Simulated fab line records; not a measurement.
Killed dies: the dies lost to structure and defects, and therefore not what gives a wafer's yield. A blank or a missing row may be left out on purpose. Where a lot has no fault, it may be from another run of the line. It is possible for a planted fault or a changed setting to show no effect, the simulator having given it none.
Which tool was responsible? || flow sky130 || 14 lots with 42 wafers sampled at 5 steps, on a route of 708 steps

== WHAT THE GAUGES READ, wafer by wafer ==
SKY_VIA3_RS_MEAS_22: uses a four-point probe to measure.
{"lot": "L833", "measured": "day 40 01:04", "on": "filmMetro-01", "VIA3_W_RS (ohm/sq)": "0.292 0.296 0.282"}
{"lot": "L834", "measured": "day 40 02:53", "on": "filmMetro-03", "VIA3_W_RS (ohm/sq)": "0.299 0.298 0.300"}
{"lot": "L835", "measured": "day 40 08:20", "on": "filmMetro-03", "VIA3_W_RS (ohm/sq)": "0.295 0.296 0.302"}
{"lot": "L836", "measured": "day 40 19:28", "on": "filmMetro-03", "VIA3_W_RS (ohm/sq)": "0.299 0.301 0.297"}
{"lot": "L840", "measured": "day 41 21:18", "on": "filmMetro-01", "VIA3_W_RS (ohm/sq)": "0.296 0.296 0.296"}
{"lot": "L841", "measured": "day 42 02:58", "on": "filmMetro-02", "VIA3_W_RS (ohm/sq)": "0.278 0.276 0.295"}
{"lot": "L842", "measured": "day 42 12:47", "on": "filmMetro-02", "VIA3_W_RS (ohm/sq)": "0.298 0.298 0.301"}
{"lot": "L848", "measured": "day 44 16:30", "on": "filmMetro-03", "VIA3_W_RS (ohm/sq)": "0.301 0.299 0.297"}
{"lot": "L846", "measured": "day 44 19:31", "on": "filmMetro-02", "VIA3_W_RS (ohm/sq)": "0.300 0.294 0.293"}
{"lot": "L847", "measured": "day 44 20:07", "on": "filmMetro-03", "VIA3_W_RS (ohm/sq)": "0.290 0.283 0.292"}
{"lot": "L852", "measured": "day 44 23:47", "on": "filmMetro-03", "VIA3_W_RS (ohm/sq)": "0.290 0.302 0.294"}
{"lot": "L853", "measured": "day 45 03:40", "on": "filmMetro-02", "VIA3_W_RS (ohm/sq)": "0.296 0.305 0.295"}
{"lot": "L854", "measured": "day 45 21:49", "on": "filmMetro-02", "VIA3_W_RS (ohm/sq)": "0.302 0.290 0.289"}
{"lot": "L855", "measured": "day 46 00:38", "on": "filmMetro-02", "VIA3_W_RS (ohm/sq)": "0.290 0.292 0.297"}

SKY_CAP2M_THK_MEAS_01.
{"lot": "L833", "measured": "day 40 01:44", "on": "filmMetro-03", "CAP2M_CVD_00_THK (nm)": "15.50 15.27 15.60"}
{"lot": "L834", "measured": "day 40 03:33", "on": "filmMetro-03", "CAP2M_CVD_00_THK (nm)": "15.29 15.76 15.60"}
{"lot": "L835", "measured": "day 40 09:00", "on": "filmMetro-04", "CAP2M_CVD_00_THK (nm)": "15.23 15.75 15.98"}
{"lot": "L836", "measured": "day 40 20:07", "on": "filmMetro-02", "CAP2M_CVD_00_THK (nm)": "15.59 15.25 15.25"}
{"lot": "L840", "measured": "day 41 21:56", "on": "filmMetro-04", "CAP2M_CVD_00_THK (nm)": "15.40 15.58 15.56"}
{"lot": "L841", "measured": "day 42 03:39", "on": "filmMetro-03", "CAP2M_CVD_00_THK (nm)": "14.97 15.73 15.72"}
{"lot": "L842", "measured": "day 42 13:26", "on": "filmMetro-04", "CAP2M_CVD_00_THK (nm)": "15.51 15.60 15.54"}
{"lot": "L848", "measured": "day 44 17:09", "on": "filmMetro-03", "CAP2M_CVD_00_THK (nm)": "15.44 15.11 15.55"}
{"lot": "L846", "measured": "day 44 20:11", "on": "filmMetro-04", "CAP2M_CVD_00_THK (nm)": "15.67 15.22 15.94"}
{"lot": "L847", "measured": "day 44 20:47", "on": "filmMetro-04", "CAP2M_CVD_00_THK (nm)": "15.12 15.34 15.32"}
{"lot": "L852", "measured": "day 45 00:26", "on": "filmMetro-03", "CAP2M_CVD_00_THK (nm)": "15.54 15.77 15.36"}
{"lot": "L853", "measured": "day 45 04:19", "on": "filmMetro-02", "CAP2M_CVD_00_THK (nm)": "16.05 15.75 15.86"}
{"lot": "L854", "measured": "day 45 22:29", "on": "filmMetro-03", "CAP2M_CVD_00_THK (nm)": "15.21 15.63 15.33"}
{"lot": "L855", "measured": "day 46 01:15", "on": "filmMetro-04", "CAP2M_CVD_00_THK (nm)": "15.58 15.82 15.66"}

SKY_CAP2M_RS_MEAS_03: uses a four-point probe to measure.
{"lot": "L833", "measured": "day 40 01:54", "on": "filmMetro-04", "CAP2M_TIN_RS (ohm/sq)": "6.90 6.90 6.91"}
{"lot": "L834", "measured": "day 40 03:43", "on": "filmMetro-04", "CAP2M_TIN_RS (ohm/sq)": "7.03 6.92 6.84"}
{"lot": "L835", "measured": "day 40 09:10", "on": "filmMetro-02", "CAP2M_TIN_RS (ohm/sq)": "6.96 6.86 6.88"}
{"lot": "L836", "measured": "day 40 20:17", "on": "filmMetro-04", "CAP2M_TIN_RS (ohm/sq)": "7.08 7.07 7.02"}
{"lot": "L840", "measured": "day 41 22:07", "on": "filmMetro-02", "CAP2M_TIN_RS (ohm/sq)": "6.85 6.98 6.89"}
{"lot": "L841", "measured": "day 42 03:50", "on": "filmMetro-02", "CAP2M_TIN_RS (ohm/sq)": "7.03 7.04 6.95"}
{"lot": "L842", "measured": "day 42 13:36", "on": "filmMetro-03", "CAP2M_TIN_RS (ohm/sq)": "6.83 6.79 6.84"}
{"lot": "L848", "measured": "day 44 17:20", "on": "filmMetro-04", "CAP2M_TIN_RS (ohm/sq)": "7.11 7.10 7.10"}
{"lot": "L846", "measured": "day 44 20:21", "on": "filmMetro-04", "CAP2M_TIN_RS (ohm/sq)": "- - - - - -"}
{"lot": "L847", "measured": "day 44 20:57", "on": "filmMetro-04", "CAP2M_TIN_RS (ohm/sq)": "- - - - - -"}
{"lot": "L852", "measured": "day 45 00:37", "on": "filmMetro-02", "CAP2M_TIN_RS (ohm/sq)": "6.92 6.99 6.96"}
{"lot": "L853", "measured": "day 45 04:30", "on": "filmMetro-03", "CAP2M_TIN_RS (ohm/sq)": "6.96 6.88 6.94"}
{"lot": "L854", "measured": "day 45 22:40", "on": "filmMetro-03", "CAP2M_TIN_RS (ohm/sq)": "6.99 6.99 7.00"}
{"lot": "L855", "measured": "day 46 01:27", "on": "filmMetro-03", "CAP2M_TIN_RS (ohm/sq)": "6.94 6.93 6.98"}

== WHAT TOOL EACH LOT RAN ON (gives the tool, then ch and the chambers of the sampled wafers, and finally the start) ==
{"lot": "L833", "SKY_VIA3_CMP_02": "cmp-01 ch 0,1,3, day 38 23:40", "SKY_CAP2M_SPUTTER_02": "pvdSputter-04, day 40 01:47"}
{"lot": "L834", "SKY_VIA3_CMP_02": "cmp-02 ch 0,1,2, day 39 01:09", "SKY_CAP2M_SPUTTER_02": "pvdSputter-04, day 40 03:37"}
{"lot": "L835", "SKY_VIA3_CMP_02": "cmp-01 ch 1,2,3, day 39 07:13", "SKY_CAP2M_SPUTTER_02": "pvdSputter-02, day 40 09:04"}
{"lot": "L836", "SKY_VIA3_CMP_02": "cmp-01 ch 1,2,3, day 39 17:45", "SKY_CAP2M_SPUTTER_02": "pvdSputter-04, day 40 20:11"}
{"lot": "L840", "SKY_VIA3_CMP_02": "cmp-01 ch 0,1, day 40 18:53", "SKY_CAP2M_SPUTTER_02": "pvdSputter-02, day 41 21:59"}
{"lot": "L841", "SKY_VIA3_CMP_02": "cmp-01 ch 2,3, day 41 01:14", "SKY_CAP2M_SPUTTER_02": "pvdSputter-04, day 42 03:41"}
{"lot": "L842", "SKY_VIA3_CMP_02": "cmp-01 ch 0,1, day 41 11:23", "SKY_CAP2M_SPUTTER_02": "pvdSputter-02, day 42 13:29"}
{"lot": "L848", "SKY_VIA3_CMP_02": "cmp-02 ch 1,2,3, day 43 16:19", "SKY_CAP2M_SPUTTER_02": "pvdSputter-04, day 44 17:12"}
{"lot": "L846", "SKY_VIA3_CMP_02": "cmp-02 ch 2,3, day 43 19:38", "SKY_CAP2M_SPUTTER_02": "pvdSputter-03, day 44 20:14"}
{"lot": "L847", "SKY_VIA3_CMP_02": "cmp-01 ch 0,2,3, day 43 19:52", "SKY_CAP2M_SPUTTER_02": "pvdSputter-03, day 44 20:50"}
{"lot": "L852", "SKY_VIA3_CMP_02": "cmp-02 ch 0,2,3, day 44 00:24", "SKY_CAP2M_SPUTTER_02": "pvdSputter-04, day 45 00:30"}
{"lot": "L853", "SKY_VIA3_CMP_02": "cmp-02 ch 0,3, day 44 04:20", "SKY_CAP2M_SPUTTER_02": "pvdSputter-03, day 45 04:21"}
{"lot": "L854", "SKY_VIA3_CMP_02": "cmp-02 ch 0,2,3, day 44 21:43", "SKY_CAP2M_SPUTTER_02": "pvdSputter-04, day 45 22:32"}
{"lot": "L855", "SKY_VIA3_CMP_02": "cmp-01 ch 0,3, day 45 00:58", "SKY_CAP2M_SPUTTER_02": "pvdSputter-04, day 46 01:20"}
- SKY_VIA3_CMP_02: polishes SiO2.
- SKY_CAP2M_SPUTTER_02: material TiN, target thk 200 nm, time 166.7 s.

== WHAT THE TOOLS THEMSELVES READ (means of the sampled wafers that have a number; where no wafer has one, the mark that the record gives instead) ==
SKY_VIA3_CMP_02.
{"lot": "L833", "tool": "cmp-01", "headPressurePsi (psi)": 3.998, "motorCurrentA (A)": 13.6, "slurryFilterDpKPa (kPa)": 13.57}
{"lot": "L834", "tool": "cmp-02", "headPressurePsi (psi)": 3.993, "motorCurrentA (A)": 12.7, "slurryFilterDpKPa (kPa)": 13.40}
{"lot": "L835", "tool": "cmp-01", "headPressurePsi (psi)": 4.003, "motorCurrentA (A)": 13.2, "slurryFilterDpKPa (kPa)": 13.55}
{"lot": "L836", "tool": "cmp-01", "headPressurePsi (psi)": 4.003, "motorCurrentA (A)": 13.1, "slurryFilterDpKPa (kPa)": 13.53}
{"lot": "L840", "tool": "cmp-01", "headPressurePsi (psi)": 4.005, "motorCurrentA (A)": 14.0, "slurryFilterDpKPa (kPa)": 13.42}
{"lot": "L841", "tool": "cmp-01", "headPressurePsi (psi)": 3.990, "motorCurrentA (A)": 11.9, "slurryFilterDpKPa (kPa)": 13.50}
{"lot": "L842", "tool": "cmp-01", "headPressurePsi (psi)": 4.000, "motorCurrentA (A)": 14.2, "slurryFilterDpKPa (kPa)": 13.55}
{"lot": "L848", "tool": "cmp-02", "headPressurePsi (psi)": 4.001, "motorCurrentA (A)": 12.4, "slurryFilterDpKPa (kPa)": 13.43}
{"lot": "L846", "tool": "cmp-02", "headPressurePsi (psi)": 4.004, "motorCurrentA (A)": 12.2, "slurryFilterDpKPa (kPa)": 13.70}
{"lot": "L847", "tool": "cmp-01", "headPressurePsi (psi)": 4.001, "motorCurrentA (A)": 12.8, "slurryFilterDpKPa (kPa)": 13.49}
{"lot": "L852", "tool": "cmp-02", "headPressurePsi (psi)": 3.993, "motorCurrentA (A)": 11.8, "slurryFilterDpKPa (kPa)": 13.61}
{"lot": "L853", "tool": "cmp-02", "headPressurePsi (psi)": 4.004, "motorCurrentA (A)": 12.5, "slurryFilterDpKPa (kPa)": 13.51}
{"lot": "L854", "tool": "cmp-02", "headPressurePsi (psi)": 3.995, "motorCurrentA (A)": 12.6, "slurryFilterDpKPa (kPa)": 13.59}
{"lot": "L855", "tool": "cmp-01", "headPressurePsi (psi)": 4.001, "motorCurrentA (A)": 13.5, "slurryFilterDpKPa (kPa)": 13.48}

SKY_CAP2M_SPUTTER_02.
{"lot": "L833", "tool": "pvdSputter-04", "cathodeDcPowerW (W)": 6499.9, "chamberPressurePa (Pa)": 0.3999, "throttleValvePct (%)": 29.5}
{"lot": "L834", "tool": "pvdSputter-04", "cathodeDcPowerW (W)": 6498.9, "chamberPressurePa (Pa)": 0.4007, "throttleValvePct (%)": 29.8}
{"lot": "L835", "tool": "pvdSputter-02", "cathodeDcPowerW (W)": 6500.5, "chamberPressurePa (Pa)": 0.4007, "throttleValvePct (%)": 29.8}
{"lot": "L836", "tool": "pvdSputter-04", "cathodeDcPowerW (W)": 6500.2, "chamberPressurePa (Pa)": 0.3999, "throttleValvePct (%)": 29.4}
{"lot": "L840", "tool": "pvdSputter-02", "cathodeDcPowerW (W)": 6499.9, "chamberPressurePa (Pa)": 0.4007, "throttleValvePct (%)": 30.2}
{"lot": "L841", "tool": "pvdSputter-04", "cathodeDcPowerW (W)": 6498.7, "chamberPressurePa (Pa)": 0.3999, "throttleValvePct (%)": 28.9}
{"lot": "L842", "tool": "pvdSputter-02", "cathodeDcPowerW (W)": 6499.6, "chamberPressurePa (Pa)": 0.4002, "throttleValvePct (%)": 30.8}
{"lot": "L848", "tool": "pvdSputter-04", "cathodeDcPowerW (W)": 6501.0, "chamberPressurePa (Pa)": 0.3999, "throttleValvePct (%)": 29.5}
{"lot": "L846", "tool": "pvdSputter-03", "cathodeDcPowerW (W)": "-", "chamberPressurePa (Pa)": "-", "throttleValvePct (%)": "-"}
{"lot": "L847", "tool": "pvdSputter-03", "cathodeDcPowerW (W)": "-", "chamberPressurePa (Pa)": "-", "throttleValvePct (%)": "-"}
{"lot": "L852", "tool": "pvdSputter-04", "cathodeDcPowerW (W)": 6500.6, "chamberPressurePa (Pa)": 0.3997, "throttleValvePct (%)": 28.9}
{"lot": "L853", "tool": "pvdSputter-03", "cathodeDcPowerW (W)": 6500.1, "chamberPressurePa (Pa)": 0.4000, "throttleValvePct (%)": 29.2}
{"lot": "L854", "tool": "pvdSputter-04", "cathodeDcPowerW (W)": 6500.3, "chamberPressurePa (Pa)": 0.3995, "throttleValvePct (%)": 29.6}
{"lot": "L855", "tool": "pvdSputter-04", "cathodeDcPowerW (W)": 6499.1, "chamberPressurePa (Pa)": 0.3998, "throttleValvePct (%)": 29.6}

== THE ANSWER, worked out from the rows above alone ==
Rule: the usual values come from the lots themselves. The widest of any qualifying gaps counts: lots, ordered by their means at a reading, are off when they make up no more than a third of the lots, leave a main group of 4 or more, and stand apart from it by 3 or more times the standard deviation of that group's means. The tables above print the reading to a certain number of digits; a main group whose means all agree to those digits is not used. A lot without any number at a reading at which 4 lots or more have one is off too. Where the step has rows for the other lots, those lots are counted as sound. Order of review: gauges by route order, followed by the tools' own readings, for which a lot's mean as printed above is used. The first step at which some lot is off is used, and at that step the reading that is off furthest; a lot without a number counts as furthest.
Off: L846, L847, seen at SKY_CAP2M_RS_MEAS_03 (CAP2M_TIN_RS). Without a number there: L846, L847. The main group has a mean of 6.95 ohm/sq with a standard deviation of 0.073.
A tool fits if, at a process step before that reading, it ran every lot that is off, and no sound lot after the first of them. Not tried: the gauges at SKY_CAP2M_RS_MEAS_03; whatever is off there is also off at SKY_CAP2M_SPUTTER_02, on other tools, and gauge error can't account for it. Not one of the candidates tried fits.

== WHAT THE SIMULATOR PUT IN ==
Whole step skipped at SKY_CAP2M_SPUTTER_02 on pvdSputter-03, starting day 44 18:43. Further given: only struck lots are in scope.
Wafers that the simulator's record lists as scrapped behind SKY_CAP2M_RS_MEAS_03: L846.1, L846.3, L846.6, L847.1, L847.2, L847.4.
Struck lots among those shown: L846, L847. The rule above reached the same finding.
